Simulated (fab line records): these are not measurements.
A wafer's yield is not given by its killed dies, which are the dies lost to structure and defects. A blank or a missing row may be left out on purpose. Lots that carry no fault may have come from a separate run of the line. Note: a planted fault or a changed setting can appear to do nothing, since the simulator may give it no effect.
fab line records | flow sky130
record lots=24 wafers=72 last-day=50
route steps=708 shown FIELD_ISO@1 VT_ADJUST_LVTN@118 VT_ADJUST_HVTR@139 LDD_HVN@276 LI_CONTACT@364
lots that met no fault: taken from a fault-free run of the same line
start-h: the number of hours between the record's first day and the start of the first shown wafer of the lot | wait-h: hours elapsed since this lot's preceding step | " unchanged from the row above | L1.1+2: a single row standing in for several wafers | - no value, or no start was given | * or withheld: withheld | < > ~ a bound
route shown NAME@n: a module of which the file shows steps, and the number in the route of the first | usual: the fault-free wafers' mean and standard deviation | same: alike in all rows | chamber/n: place in a boat | sites: readings site by site | _std_site: their standard deviation | _edge_site: outer sites' mean less inner sites' | radius-mm: for every site, how far away it sits from the centre of the wafer | mask NAME#n: copy n | behind: tool/chamber where the wafer was last shaped | hold: cause of the lot's hold/its duration in hours/its outcome | device: transistor that didn't switch, given as n, p or np | end of line: the route-end tests of the same wafers | where a step has no rows: the recipe by itself | killed: dies that structure and defects cost at the first sort, which is not the same as the wafer's yield | map: shows each die of a wafer: x if killed, . if not, _ if none is there
set.NAME: the setting as run; set.NAME@STEP: as run at that earlier step | model.NAME: the simulator's own value behind a step, which no gauge read
the route's steps for a sample of lots (tables are steps, rows are wafers)
services: from which hour (start-h, from the record's first day; less than 0 if before it) a tool's chamber was out of use, for how many hours, and why
## steps
# step SKY_FIELD_ISO_BOW_MEAS_00
# recipe mode=bow
# usual INCOMING_BOW=-1/6.2
# columns lot.wafer tool chamber start-h wait-h INCOMING_BOW[um]
L074.1 film-metro-02 - 10.00 - 0
L074.4 " - " " -13
L074.6 " - " " 6
L075.2 film-metro-04 - 15.02 - -9
L075.4 " - " " 2
L075.5 " - " " -11
L076.2 film-metro-04 - 20.02 - 4
L076.3 " - " " -9
L076.6 " - " " -1
L077.2 film-metro-02 - 25.02 - 3
L077.3 " - " " 4
L077.5 " - " " -2
L078.2 film-metro-01 - 30.02 - 12
L078.4 " - " " 4
L078.5 " - " " 4
L079.1 film-metro-04 - 35.00 - -9
L079.2 " - " " -5
L079.6 " - " " -4
L080.2 film-metro-02 - 40.02 - 2
L080.3 " - " " 1
L080.5 " - " " -9
L081.1 film-metro-04 - 45.00 - 7
L081.2 " - " " -6
L081.3 " - " " -2
L082.1 film-metro-02 - 50.00 - -1
L082.3 " - " " -3
L082.6 " - " " -6
L083.1 film-metro-02 - 55.00 - 4
L083.2 " - " " -9
L083.4 " - " " 5
L084.1 film-metro-02 - 60.00 - -1
L084.2 " - " " -6
L084.4 " - " " -3
L085.2 film-metro-01 - 65.02 - 3
L085.4 " - " " 0
L085.6 " - " " -2
L086.2 film-metro-04 - 70.02 - -7
L086.5 " - " " -2
L086.6 " - " " 4
L087.3 film-metro-04 - 75.04 - -14
L087.4 " - " " -2
L087.5 " - " " -7
L088.1 film-metro-02 - 80.00 - -3
L088.2 " - " " 4
L088.4 " - " " 2
L089.1 film-metro-02 - 85.00 - -2
L089.3 " - " " 3
L089.5 " - " " 8
L090.2 film-metro-04 - 90.02 - -4
L090.3 " - " " -7
L090.5 " - " " 2
L091.3 film-metro-01 - 95.04 - -8
L091.4 " - " " 7
L091.6 " - " " -15
L092.1 film-metro-01 - 100.02 - -10
L092.2 " - " " 2
L092.3 " - " " -2
L093.4 film-metro-02 - 105.06 - 9
L093.5 " - " " 8
L093.6 " - " " -1
L094.2 film-metro-01 - 110.02 - 0
L094.3 " - " " 12
L094.6 " - " " 3
L095.1 film-metro-01 - 115.00 - -4
L095.5 " - " " -6
L095.6 " - " " 4
L096.2 film-metro-01 - 120.02 - -1
L096.4 " - " " 10
L096.6 " - " " 11
L097.3 film-metro-01 - 125.04 - 0
L097.5 " - " " 6
L097.6 " - " " 5
# step SKY_VT_ADJUST_LVTN_TW_MEAS_21
# usual VT_ADJUST_LVTN_2_TW=187.6/1.4
# columns lot.wafer tool chamber start-h wait-h VT_ADJUST_LVTN_2_TW
L074.1 film-metro-02 - 172.50 0.1 185.4
L074.4 " - " " 186.5
L074.6 " - " " 185.5
L075.2 film-metro-03 - 174.14 0.1 186.8
L075.4 " - " " 185.9
L075.5 " - " " 187.2
L076.2 film-metro-02 - 182.52 0.1 185.6
L076.3 " - " " 186.0
L076.6 " - " " 185.9
L077.2 film-metro-04 - 183.01 0.1 190.5
L077.3 " - " " 189.7
L077.5 " - " " 189.7
L078.2 film-metro-03 - 192.38 0.1 187.0
L078.4 " - " " 187.3
L078.5 " - " " 187.8
L079.1 film-metro-02 - 196.36 0.1 186.3
L079.2 " - " " 187.0
L079.6 " - " " 187.2
L081.1 film-metro-03 - 208.93 0.1 187.5
L081.2 " - " " 186.9
L081.3 " - " " 186.7
L080.2 film-metro-02 - 211.06 0.1 186.7
L080.3 " - " " 186.7
L080.5 " - " " 186.7
L082.1 film-metro-03 - 216.78 0.1 187.3
L082.3 " - " " 186.5
L082.6 " - " " 187.4
L083.1 film-metro-02 - 226.10 0.1 186.9
L083.2 " - " " 186.8
L083.4 " - " " 186.8
L084.1 film-metro-03 - 232.31 0.1 188.3
L084.2 " - " " 187.7
L084.4 " - " " 187.5
L085.2 film-metro-04 - 238.69 0.1 191.1
L085.4 " - " " 190.7
L085.6 " - " " 190.9
L086.2 film-metro-03 - 245.62 0.1 188.3
L086.5 " - " " 187.2
L086.6 " - " " 188.4
L087.3 film-metro-03 - 251.85 0.1 188.2
L087.4 " - " " 187.6
L087.5 " - " " 187.1
L088.1 film-metro-02 - 256.88 0.1 187.3
L088.2 " - " " 186.8
L088.4 " - " " 187.7
L089.1 film-metro-04 - 265.98 0.1 189.1
L089.3 " - " " 189.5
L089.5 " - " " 189.8
L090.2 film-metro-04 - 274.77 0.1 189.6
L090.3 " - " " 189.5
L090.5 " - " " 189.7
L091.3 film-metro-03 - 277.82 0.1 187.1
L091.4 " - " " 187.3
L091.6 " - " " 186.9
L092.1 film-metro-04 - 283.86 0.1 188.9
L092.2 " - " " 188.4
L092.3 " - " " 188.5
L093.4 film-metro-03 - 291.26 0.1 188.0
L093.5 " - " " 188.7
L093.6 " - " " 188.3
L094.2 film-metro-02 - 298.47 0.1 186.1
L094.3 " - " " 186.4
L094.6 " - " " 187.3
L095.1 film-metro-03 - 310.96 0.1 187.8
L095.5 " - " " 188.1
L095.6 " - " " 188.0
L096.2 film-metro-03 - 315.02 0.1 188.5
L096.4 " - " " 187.1
L096.6 " - " " 187.7
L097.3 film-metro-02 - 323.88 0.1 187.1
L097.5 " - " " 186.0
L097.6 " - " " 187.5
# step SKY_VT_ADJUST_HVTR_OVL_MEAS_08
# usual VT_ADJUST_HVTR_OVL=-0.5/1.5
# columns lot.wafer tool chamber start-h wait-h VT_ADJUST_HVTR_OVL[nm]
L074.1 overlay-01 - 215.41 0.1 -0.1
L074.4 " - " " 0.5
L074.6 " - " " -0.2
L075.2 overlay-02 - 217.79 0.1 -2.1
L075.4 " - " " -1.4
L075.5 " - " " -1.8
L076.2 overlay-01 - 227.02 0.1 0.1
L076.3 " - " " 0.8
L076.6 " - " " 2.3
L077.2 overlay-02 - 227.34 0.1 -2.1
L077.3 " - " " -1.1
L077.5 " - " " 0.3
L078.2 overlay-01 - 237.49 0.1 -0.4
L078.4 " - " " -1.3
L078.5 " - " " -0.3
L079.1 overlay-02 - 240.88 0.1 -2.0
L079.2 " - " " -3.5
L079.6 " - " " -1.5
L081.1 overlay-02 - 254.78 0.1 0.2
L081.2 " - " " 0.1
L081.3 " - " " 0.9
L080.2 overlay-01 - 256.39 0.1 -2.2
L080.3 " - " " 0.3
L080.5 " - " " 0.5
L082.1 overlay-02 - 263.96 0.1 0.7
L082.3 " - " " 1.3
L082.6 " - " " 0.6
L083.1 overlay-01 - 273.91 0.1 0.3
L083.2 " - " " 1.3
L083.4 " - " " 0.2
L084.1 overlay-02 - 280.04 0.1 -2.8
L084.2 " - " " -3.0
L084.4 " - " " -3.2
L085.2 overlay-02 - 287.52 0.1 1.0
L085.4 " - " " -1.1
L085.6 " - " " -1.1
L086.2 overlay-01 - 294.39 0.1 1.7
L086.5 " - " " -1.1
L086.6 " - " " -0.1
L087.3 overlay-01 - 301.24 0.1 0.8
L087.4 " - " " -1.0
L087.5 " - " " 2.9
L088.1 overlay-01 - 305.06 0.1 0.7
L088.2 " - " " 0.6
L088.4 " - " " 0.2
L089.1 overlay-01 - 316.16 0.1 0.7
L089.3 " - " " 0.6
L089.5 " - " " 1.1
L090.2 overlay-02 - 325.32 0.1 -1.7
L090.3 " - " " -1.9
L090.5 " - " " -3.1
L091.3 overlay-01 - 329.69 0.1 1.7
L091.4 " - " " 2.5
L091.6 " - " " 2.0
L092.1 overlay-01 - 335.51 0.1 1.0
L092.2 " - " " 0.6
L092.3 " - " " -0.3
L093.4 overlay-01 - 343.48 0.1 -0.6
L093.5 " - " " 0.2
L093.6 " - " " 1.1
L094.2 overlay-01 - 351.29 0.1 -0.3
L094.3 " - " " -0.1
L094.6 " - " " -0.5
L095.1 overlay-02 - 363.28 0.1 -0.2
L095.5 " - " " -2.2
L095.6 " - " " -3.3
L096.2 overlay-01 - 368.52 0.1 -1.6
L096.4 " - " " -2.1
L096.6 " - " " 0.2
L097.3 overlay-02 - 377.29 0.1 -2.4
L097.5 " - " " -1.4
L097.6 " - " " 0.3
# step SKY_LDD_HVN_STRIP_09
# recipe chemistry=O2/N2 power-w=1400 pressure-mtorr=1500 platen-temp-c=withheld o2-flow-sccm=3000 n2-flow-sccm=300 overash-fraction=0.5
# usual drypump-motor-current-A=5.6/0.36 n2-flow-sccm=299.9/0.77 oes-product-au=0.409/0.0046 strip-time-to-endpoint-s=4.132/0.014
# columns lot.wafer tool chamber start-h wait-h drypump-motor-current-A n2-flow-sccm oes-product-au rf-hours-counter-h strip-time-to-endpoint-s
L074.1 plasma-asher-01 1 480.16 0.1 5.3 299.4 0.418 78 4.109
L074.4 " 1 " " 5.3 300.3 0.407 - 4.112
L074.6 " 1 " " 5.3 299.5 0.403 - 4.127
L075.2 plasma-asher-02 0 483.26 0.1 5.2 300.6 0.408 5 4.142
L075.4 " 0 " " 5.2 299.6 0.410 - 4.145
L075.5 " 1 " " 5.9 300.3 0.407 - 4.150
L077.2 plasma-asher-01 1 502.71 0.1 5.3 300.2 0.408 81 4.138
L077.3 " 1 " " 5.3 300.6 0.412 - 4.133
L077.5 " 0 " " 5.4 300.2 0.415 - 4.146
L076.2 plasma-asher-02 1 505.38 0.1 5.9 298.6 0.406 8 4.117
L076.3 " 1 " " 5.9 300.3 0.414 - 4.140
L076.6 " 0 " " 5.2 299.8 0.409 - 4.147
L078.2 plasma-asher-03 0 515.21 0.1 5.3 299.5 0.412 69 4.139
L078.4 " 0 " " 5.3 300.0 0.410 - 4.137
L078.5 " 1 " " 6.2 299.3 0.406 - 4.140
L079.1 plasma-asher-02 0 516.46 0.1 5.2 299.1 0.411 9 4.122
L079.2 " 1 " " 5.9 299.5 0.411 9 4.131
L079.6 " 0 " " 5.2 299.1 0.398 - 4.143
L081.1 plasma-asher-02 0 527.53 0.1 5.2 299.9 0.408 11 4.123
L081.2 " 1 " " 5.9 298.8 0.403 11 4.130
L081.3 " 1 " " 5.9 299.3 0.407 - 4.119
L080.2 plasma-asher-03 1 532.41 0.1 6.2 298.0 0.412 71 4.131
L080.3 " 0 " " 5.3 301.4 0.404 - 4.157
L080.5 " 0 " " 5.2 301.0 0.410 - 4.132
L082.1 plasma-asher-02 1 539.61 0.1 5.9 300.7 0.409 12 4.131
L082.3 " 1 " " 5.9 299.6 0.413 - 4.140
L082.6 " 1 " " 5.9 299.7 0.401 - 4.125
L083.1 plasma-asher-02 0 553.63 0.1 5.2 300.0 0.412 13 4.151
L083.2 " 1 " " 5.9 300.6 0.406 13 4.134
L083.4 " 0 " " 5.2 301.7 0.409 - 4.123
L084.1 plasma-asher-03 1 560.20 0.1 6.2 299.6 0.405 74 4.153
L084.2 " 0 " " 5.3 299.3 0.413 74 4.164
L084.4 " 0 " " 5.2 299.6 0.405 - 4.166
L085.2 plasma-asher-02 1 567.80 0.1 5.9 299.1 0.415 15 4.127
L085.4 " 1 " " 5.8 298.7 0.403 - 4.103
L085.6 " 0 " " 5.2 300.8 0.410 - 4.118
L086.2 plasma-asher-01 1 573.70 0.1 5.3 299.3 0.410 87 4.157
L086.5 " 0 " " 5.4 301.1 0.409 - 4.129
L086.6 " 1 " " 5.3 299.4 0.409 - 4.132
L087.3 plasma-asher-02 0 585.61 0.1 5.2 301.1 0.409 - 4.146
L087.4 " 1 " " 5.8 300.5 0.405 - 4.156
L087.5 " 0 " " 5.2 301.3 0.411 - 4.149
L088.1 plasma-asher-03 0 589.63 0.1 5.2 299.5 0.414 76 4.142
L088.2 " 1 " " 6.2 300.5 0.410 76 4.120
L088.4 " 1 " " 6.2 300.0 0.416 - 4.118
L089.1 plasma-asher-02 0 599.51 0.1 5.2 300.7 0.418 18 4.149
L089.3 " 0 " " 5.2 299.1 0.402 - 4.122
L089.5 " 0 " " 5.2 298.8 0.406 - 4.139
L091.3 plasma-asher-03 1 610.71 0.1 6.2 299.3 0.410 - 4.099
L091.4 " 0 " " 5.3 299.3 0.404 - 4.125
L091.6 " 0 " " 5.3 299.9 0.404 - 4.110
L090.2 plasma-asher-02 0 610.91 0.1 5.2 300.4 0.406 19 4.130
L090.3 " 0 " " 5.2 301.1 0.418 - 4.140
L090.5 " 0 " " 5.2 300.5 0.411 - 4.131
L092.1 plasma-asher-01 0 619.88 0.1 5.4 300.1 0.405 92 4.142
L092.2 " 1 " " 5.3 298.9 0.411 92 4.129
L092.3 " 1 " " 5.3 298.7 0.408 - 4.136
L093.4 plasma-asher-02 0 630.95 0.1 5.2 299.8 0.407 - 4.133
L093.5 " 1 " " 5.9 300.6 0.409 - 4.171
L093.6 " 0 " " 5.2 300.8 0.399 - 4.135
L094.2 plasma-asher-01 1 633.70 0.1 5.3 299.4 0.406 93 4.134
L094.3 " 0 " " 5.4 300.7 0.412 - 4.138
L094.6 " 0 " " 5.4 300.1 0.408 - 4.136
L095.1 plasma-asher-02 0 648.06 0.1 5.2 299.5 0.409 23 4.121
L095.5 " 0 " " 5.2 299.6 0.407 - 4.115
L095.6 " 1 " " 5.9 300.1 0.411 - 4.108
L096.2 plasma-asher-03 1 655.51 0.1 6.2 298.6 0.406 82 4.138
L096.4 " 1 " " 6.2 299.6 0.412 - 4.134
L096.6 " 0 " " 5.3 300.1 0.412 - 4.119
L097.3 plasma-asher-02 1 660.75 0.1 5.9 299.8 0.401 - 4.129
L097.5 " 1 " " 5.8 300.7 0.402 - 4.115
L097.6 " 0 " " 5.2 299.4 0.404 - 4.136
# step SKY_LI_CONTACT_CMP_02
# recipe material=PSG down-force-psi=4 platen-rpm=60 pad-velocity-m-s=0.94248
# usual head-pressure-psi=4.001/0.0075 motor-current-A=11.6/1.2 time-to-endpoint-s=32/3.1
# columns lot.wafer tool chamber start-h wait-h head-pressure-psi motor-current-A time-to-endpoint-s
L074.4 cmp-01 2 661.67 0.1 4.005 12.5 31
L074.1 " 3 " " 4.006 12.5 36
L074.6 " 1 " " 4.011 12.4 31
L075.4 cmp-01 0 663.82 0.1 3.996 9.8 32
L075.2 " 1 " " 3.995 12.4 31
L075.5 " 0 " " 4.003 10.1 31
L077.2 cmp-01 1 684.48 0.0 4.000 12.7 31
L077.3 " 0 " " 3.998 9.8 32
L077.5 " 1 " " 3.997 12.5 30
L076.2 cmp-01 1 686.41 0.0 4.013 12.7 33
L076.3 " 3 " " 3.993 13.2 37
L076.6 " 2 " " 4.005 13.2 31
L078.4 cmp-02 3 693.81 0.0 4.011 10.7 35
L078.2 " 0 " " 3.998 9.8 30
L078.5 " 0 " " 4.000 10.1 31
L079.2 cmp-02 2 695.46 0.1 3.997 13.0 30
L079.1 " 3 " " 4.005 11.3 34
L079.6 " 0 " " 3.984 10.0 31
L081.2 cmp-01 3 704.91 0.0 3.989 13.2 39
L081.3 " 1 " " 4.001 12.8 31
L081.1 " 2 " " 3.997 12.6 31
L080.2 cmp-01 1 709.28 0.1 4.008 11.8 34
L080.3 " 2 " " 4.003 12.5 32
L080.5 " 3 " " 4.005 13.1 38
L082.1 cmp-01 2 717.47 0.1 4.001 12.5 30
L082.3 " 0 " " 4.000 9.7 33
L082.6 " 2 " " 3.989 12.4 31
L083.2 cmp-02 2 729.07 0.0 4.010 12.7 32
L083.4 " 3 " " 3.999 11.1 37
L083.1 " 0 " " 4.007 10.2 34
L084.1 cmp-02 1 737.90 0.3 4.006 11.4 31
L084.2 " 2 " " 4.000 12.1 27
L084.4 " 3 " " 3.989 10.6 36
L085.4 cmp-01 0 742.43 0.1 4.002 9.9 34
L085.2 " 2 " " 4.007 12.5 32
L085.6 " 3 " " 3.993 12.8 36
L086.2 cmp-02 1 748.58 0.0 4.009 10.5 31
L086.5 " 1 " " 3.998 11.0 33
L086.6 " 2 " " 3.993 12.2 27
L087.3 cmp-01 1 758.57 0.0 3.997 12.0 32
L087.4 " 3 " " 3.995 13.2 38
L087.5 " 1 " " 4.001 12.5 31
L088.4 cmp-02 2 765.33 0.0 3.994 12.7 28
L088.1 " 3 " " 3.995 11.0 31
L088.2 " 0 " " 3.997 10.1 27
L089.3 cmp-01 2 771.82 0.1 3.997 12.4 31
L089.1 " 0 " " 4.000 8.9 31
L089.5 " 1 " " 4.001 12.1 33
L091.4 cmp-01 3 783.52 0.1 3.996 12.7 34
L091.3 " 1 " " 3.990 12.6 30
L091.6 " 3 " " 4.002 13.2 33
L090.2 cmp-02 1 783.83 0.0 4.007 11.6 33
L090.3 " 3 " " 4.004 10.6 33
L090.5 " 2 " " 4.001 12.6 25
L092.1 cmp-02 2 791.47 0.1 4.003 12.9 26
L092.3 " 0 " " 4.008 10.4 30
L092.2 " 1 " " 4.002 11.1 30
L093.4 cmp-02 0 801.11 0.0 3.997 10.4 27
L093.6 " 0 " " 3.996 10.2 30
L093.5 " 1 " " 4.008 11.5 33
L094.2 cmp-01 0 802.77 0.0 3.989 10.8 33
L094.3 " 2 " " 4.021 12.5 33
L094.6 " 0 " " 4.005 9.6 34
L095.1 cmp-02 1 817.12 0.1 3.990 11.6 32
L095.5 " 1 " " 3.990 11.5 31
L095.6 " 2 " " 4.002 12.6 27
L096.2 cmp-02 3 824.22 0.0 4.014 11.0 29
L096.4 " 0 " " 4.005 10.7 28
L096.6 " 0 " " 4.005 10.1 30
L097.3 cmp-02 1 829.39 0.2 3.996 10.8 33
L097.6 " 1 " " 3.992 11.2 33
L097.5 " 2 " " 4.003 12.6 26
# step SKY_LI_CONTACT_CD_MEAS_12
# recipe target-cd-nm=170
# usual cd-nm=170.0/1.4
# columns lot.wafer tool chamber start-h wait-h cd-nm
L074.1 cd-sem-01 - 690.29 - 168.4
L074.4 " - " " 170.9
L074.6 " - " " 170.0
L075.2 cd-sem-01 - 692.93 - 172.3
L075.4 " - " " 172.1
L075.5 " - " " 172.1
L077.2 cd-sem-02 - 713.31 - 173.7
L077.3 " - " " 173.2
L077.5 " - " " 172.5
L076.2 cd-sem-01 - 715.16 - 170.7
L076.3 " - " " 170.3
L076.6 " - " " 169.4
L078.2 cd-sem-02 - 722.13 - 168.5
L078.4 " - " " 168.5
L078.5 " - " " 168.0
L079.1 cd-sem-02 - 723.69 - 170.2
L079.2 " - " " 170.9
L079.6 " - " " 170.2
L081.1 cd-sem-01 - 733.74 - 169.9
L081.2 " - " " 169.8
L081.3 " - " " 170.0
L080.2 cd-sem-02 - 736.66 - 169.8
L080.3 " - " " 169.4
L080.5 " - " " 170.3
L082.1 cd-sem-01 - 745.34 - 170.7
L082.3 " - " " 169.8
L082.6 " - " " 170.7
L083.1 cd-sem-01 - 756.71 - 170.2
L083.2 " - " " 170.9
L083.4 " - " " 169.6
L084.1 cd-sem-01 - 765.74 - 168.5
L084.2 " - " " 169.0
L084.4 " - " " 169.3
L085.2 cd-sem-01 - 770.86 - 171.5
L085.4 " - " " 168.6
L085.6 " - " " 170.2
L086.2 cd-sem-02 - 776.66 - 168.3
L086.5 " - " " 168.5
L086.6 " - " " 168.6
L087.3 cd-sem-01 - 785.28 - 167.5
L087.4 " - " " 169.9
L087.5 " - " " 168.3
L088.1 cd-sem-01 - 792.28 - 167.0
L088.2 " - " " 168.0
L088.4 " - " " 168.4
L089.1 cd-sem-01 - 798.17 - 169.0
L089.3 " - " " 170.8
L089.5 " - " " 170.0
L091.3 cd-sem-01 - 810.03 - 168.9
L091.4 " - " " 169.1
L091.6 " - " " 169.5
L090.2 cd-sem-02 - 810.11 - 169.4
L090.3 " - " " 170.5
L090.5 " - " " 170.4
L092.1 cd-sem-02 - 818.29 - 172.3
L092.2 " - " " 171.2
L092.3 " - " " 171.4
L093.4 cd-sem-01 - 828.55 - 170.8
L093.5 " - " " 171.1
L093.6 " - " " 170.0
L094.2 cd-sem-01 - 829.63 - 170.9
L094.3 " - " " 171.8
L094.6 " - " " 170.5
L095.1 cd-sem-02 - 843.64 - 171.0
L095.5 " - " " 170.1
L095.6 " - " " 167.9
L096.2 cd-sem-01 - 851.21 - 170.7
L096.4 " - " " 169.4
L096.6 " - " " 171.2
L097.3 cd-sem-01 - 855.63 - 169.2
L097.5 " - " " 167.0
L097.6 " - " " 168.5
## services
# columns tool chamber start-h hours kind
cmp-01 - 457.93 1.6 repair
plasma-asher-03 - 479.17 28.1 pm
cmp-02 - 502.81 5.5 pm
plasma-asher-01 - 523.51 9.9 repair
plasma-asher-03 - 566.59 14.6 pm
plasma-asher-02 - 572.55 1.4 repair
cmp-01 - 573.57 4.0 pm
cmp-01 - 577.57 - consumable-replace:conditioner
cmp-01 - 577.57 - consumable-replace:pad
cmp-02 - 589.93 1.9 repair
cmp-01 - 623.94 5.1 pm
plasma-asher-03 - 662.43 1.5 repair
plasma-asher-01 - 733.81 9.0 pm
plasma-asher-01 0 733.81 9.0 vent-cycle
plasma-asher-01 - 742.81 2.8 pm
cmp-02 - 744.00 4.0 pm
cmp-02 - 748.00 - consumable-replace:conditioner
cmp-02 - 748.00 - consumable-replace:pad
cmp-01 - 749.74 6.5 pm
cmp-02 - 756.33 7.5 pm
cmp-02 - 775.60 3.1 repair
cmp-01 - 793.64 3.1 repair
plasma-asher-01 - 796.20 19.4 repair
cmp-01 - 813.94 20.4 pm
## key
fault none
